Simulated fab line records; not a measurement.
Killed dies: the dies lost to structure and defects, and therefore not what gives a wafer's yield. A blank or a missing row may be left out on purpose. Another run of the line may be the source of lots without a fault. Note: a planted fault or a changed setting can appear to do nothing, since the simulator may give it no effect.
Matching of chambers :: flow sky130 :: SKY_POLY_CUT_ETCH_10 on rie diel-03: 4 sister chambers
The step etches BARC in N2/H2, stops on SiO2, time 45.9 s, target depth 60 nm. 4 wafers are shown with their chamber, then 7 later ones without.

## WAFERS, EACH WITH ITS CHAMBER
wafer: L803.1
chamber: 3
drypump motor current A (A): 4.7

wafer: L804.2
chamber: 2
drypump motor current A (A): 6.1

wafer: L804.5
chamber: 0
drypump motor current A (A): 5.4

wafer: L806.5
chamber: 1
drypump motor current A (A): 5.8

## WAFERS MISSING THEIR CHAMBER
wafer: L806.6
drypump motor current A (A): 6.1

wafer: L809.3
drypump motor current A (A): 5.5

wafer: L809.4
drypump motor current A (A): 6.1

wafer: L809.6
drypump motor current A (A): 6.1

wafer: L812.3
drypump motor current A (A): 6.1

wafer: L812.5
drypump motor current A (A): 5.5

wafer: L812.6
drypump motor current A (A): 4.7

## EACH ONE'S CHAMBER
wafer: L806.6
from the rows above: 2
in truth: 2

wafer: L809.3
from the rows above: 0
in truth: 0

wafer: L809.4
from the rows above: 2
in truth: 2

wafer: L809.6
from the rows above: 2
in truth: 2

wafer: L812.3
from the rows above: 2
in truth: 2

wafer: L812.5
from the rows above: 0
in truth: 0

wafer: L812.6
from the rows above: 3
in truth: 3
Correct placement for 7 of the 7. Not placeable from these rows: 0. Number placed wrongly: 0.
How it was worked out, from the rows above alone: a wafer's distance from a chamber is the root of the sum, over the readings, of the square of ((its reading less the chamber's mean) divided by the reading's scatter). If the next closest chamber is less than 2 further off than the closest, the wafer can't be placed; otherwise it belongs to the closest. Each chamber's mean is taken over the wafers shown for it. The scatter: root of mean squared gap, hidden wafer to nearest shown wafer, with one shown wafer a chamber.
